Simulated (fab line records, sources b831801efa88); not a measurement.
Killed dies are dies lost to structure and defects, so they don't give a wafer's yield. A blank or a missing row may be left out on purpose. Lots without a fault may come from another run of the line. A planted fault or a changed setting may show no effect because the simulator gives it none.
Tool commonality check | flow gf180mcu | 13 lots, 39 wafers sampled

WHY IT WAS OPENED
At GF_CONTACT_CD_MEAS_14 the reading cd_nm is flagged on 1 of 13 lots. Wafers without a fault read 220.0 nm, standard deviation 1.6.
Rule: a lot is flagged when every wafer of it that has a number lies more than 4 standard deviations from that mean, or none has a number. The other lots count as sound.

lot  | measured     | on        | cd_nm (nm), wafer by wafer | flag
L532 | day 16 00:26 | cd_sem-01 | 222.7 221.4 221.6          |
L533 | day 16 10:33 | cd_sem-01 | 218.4 219.9 219.1          |
L536 | day 17 20:20 | cd_sem-01 | 221.3 221.9 222.3          |
L537 | day 18 09:59 | cd_sem-02 | 218.3 218.9 219.7          |
L541 | day 19 18:47 | cd_sem-02 | 220.0 218.5 218.1          |
L539 | day 19 19:02 | cd_sem-02 | 217.5 221.0 218.6          |
L540 | day 19 19:34 | cd_sem-01 | 219.3 218.9 220.2          |
L543 | day 20 18:29 | cd_sem-02 | 175.5 177.1 175.0          | FLAGGED
L544 | day 20 18:43 | cd_sem-01 | 222.7 221.6 222.4          |
L546 | day 21 02:41 | cd_sem-01 | 216.8 218.9 216.5          |
L552 | day 22 19:47 | cd_sem-02 | 218.0 217.3 217.6          |
L553 | day 23 05:33 | cd_sem-01 | 220.7 222.0 220.6          |
L555 | day 23 22:09 | cd_sem-01 | 219.6 220.3 219.6          |
The numbers of the flagged lots are 175.9 nm on average: -44.1 nm against the usual, or -28 standard deviations.

WHICH TOOL RAN EACH LOT
The record holds 3 process steps before the reading, out of a route of 602 steps. In each cell: the tool, then ch and the chambers that the sampled wafers went through, then the start.
lot  | flag    | GF_PSD_RTA_13                    | GF_SAB_CVD_00                   | GF_CONTACT_EXPOSE_11
L532 |         | rtp_anneal-01 ch 0, day 14 04:48 | pecvd-03 ch 1,2, day 14 05:07   | krf_scanner-02 ch 0, day 15 13:48
L533 |         | rtp_anneal-02 ch 0, day 14 13:55 | pecvd-02 ch 1,2, day 14 14:14   | krf_scanner-01 ch 0, day 15 23:43
L536 |         | rtp_anneal-01 ch 0, day 15 21:06 | pecvd-02 ch 0,1,2, day 15 21:25 | krf_scanner-02 ch 0, day 17 08:32
L537 |         | rtp_anneal-02 ch 0, day 16 09:38 | pecvd-03 ch 0,1,2, day 16 09:57 | krf_scanner-01 ch 0, day 17 22:07
L541 |         | rtp_anneal-02 ch 0, day 17 17:29 | pecvd-01 ch 0,1,2, day 17 17:48 | krf_scanner-01 ch 0, day 19 06:01
L539 |         | rtp_anneal-01 ch 0, day 17 17:36 | pecvd-02 ch 0,1,2, day 17 17:55 | krf_scanner-01 ch 0, day 19 06:59
L540 |         | rtp_anneal-02 ch 0, day 17 17:52 | pecvd-03 ch 0,1,2, day 17 18:10 | krf_scanner-01 ch 0, day 19 07:34
L543 | FLAGGED | rtp_anneal-02 ch 0, day 18 16:24 | pecvd-01 ch 0,1, day 18 16:44   | krf_scanner-02 ch 0, day 20 05:40
L544 |         | rtp_anneal-01 ch 0, day 18 16:33 | pecvd-03 ch 0,1,2, day 18 16:51 | krf_scanner-02 ch 0, day 20 06:02
L546 |         | rtp_anneal-01 ch 0, day 19 01:10 | pecvd-02 ch 1,2, day 19 01:29   | krf_scanner-02 ch 0, day 20 15:20
L552 |         | rtp_anneal-01 ch 0, day 20 19:48 | pecvd-02 ch 0,1,2, day 20 20:07 | krf_scanner-01 ch 0, day 22 07:50
L553 |         | rtp_anneal-01 ch 0, day 21 05:28 | pecvd-03 ch 0,1,2, day 21 05:46 | krf_scanner-01 ch 0, day 22 19:30
L555 |         | rtp_anneal-01 ch 0, day 21 22:43 | pecvd-02 ch 0,1,2, day 21 23:02 | krf_scanner-02 ch 0, day 23 11:04
What these steps do:
- GF_PSD_RTA_13: time 20 s.
- GF_SAB_CVD_00: deposits SiO2 from TEOS, target thk 50 nm, time 4.9302 s.
- GF_CONTACT_EXPOSE_11: exposes mask Contact, target cd 220 nm.
- GF_CONTACT_CD_MEAS_14: target cd 220 nm.

FLAGGED OVER TOTAL, TOOL BY TOOL (the gauges that took the reading come last)
step                  | tool           | lots run | flagged | share of the flagged lots | sound lots run after its first flagged lot
GF_PSD_RTA_13         | rtp_anneal-01  | 8        | 0       | none                      | -
GF_PSD_RTA_13         | rtp_anneal-02  | 5        | 1       | all                       | 0
GF_SAB_CVD_00         | pecvd-01       | 2        | 1       | all                       | 0
GF_SAB_CVD_00         | pecvd-02       | 6        | 0       | none                      | -
GF_SAB_CVD_00         | pecvd-03       | 5        | 0       | none                      | -
GF_CONTACT_EXPOSE_11  | krf_scanner-01 | 7        | 0       | none                      | -
GF_CONTACT_EXPOSE_11  | krf_scanner-02 | 6        | 1       | all                       | 3 (L544,L546,L555)
GF_CONTACT_CD_MEAS_14 | cd_sem-01      | 8        | 0       | none                      | -
GF_CONTACT_CD_MEAS_14 | cd_sem-02      | 5        | 1       | all                       | 1 (L552)

WHAT THE TABLE ALLOWS
4 rows of the table ran every flagged lot: rtp_anneal-02 at GF_PSD_RTA_13, pecvd-01 at GF_SAB_CVD_00, krf_scanner-02 at GF_CONTACT_EXPOSE_11, cd_sem-02 at GF_CONTACT_CD_MEAS_14.
- rtp_anneal-02 at GF_PSD_RTA_13: 1 of its 5 lots flagged. Its last sound lot is L540 (day 17 17:52), its first flagged lot L543 (day 18 16:24): a fault that began between those two fits.
- pecvd-01 at GF_SAB_CVD_00: 1 of its 2 lots flagged. Its last sound lot is L541 (day 17 17:48), its first flagged lot L543 (day 18 16:44): a fault that began between those two fits.
- krf_scanner-02 at GF_CONTACT_EXPOSE_11: 1 of its 6 lots flagged. Sound lots ran on it after the first flagged one (L544, L546, L555), which a lasting fault on the whole tool wouldn't allow.
- cd_sem-02 at GF_CONTACT_CD_MEAS_14: 1 of its 5 lots flagged. Sound lots ran on it after the first flagged one (L552), which a lasting fault on the whole tool wouldn't allow.
Counting lots can't tell these 2 tools apart, because each fits a fault that began at some hour. More lots, or a look at what each step does to the wafer, might.

WHAT THE SIMULATOR HAD PUT IN
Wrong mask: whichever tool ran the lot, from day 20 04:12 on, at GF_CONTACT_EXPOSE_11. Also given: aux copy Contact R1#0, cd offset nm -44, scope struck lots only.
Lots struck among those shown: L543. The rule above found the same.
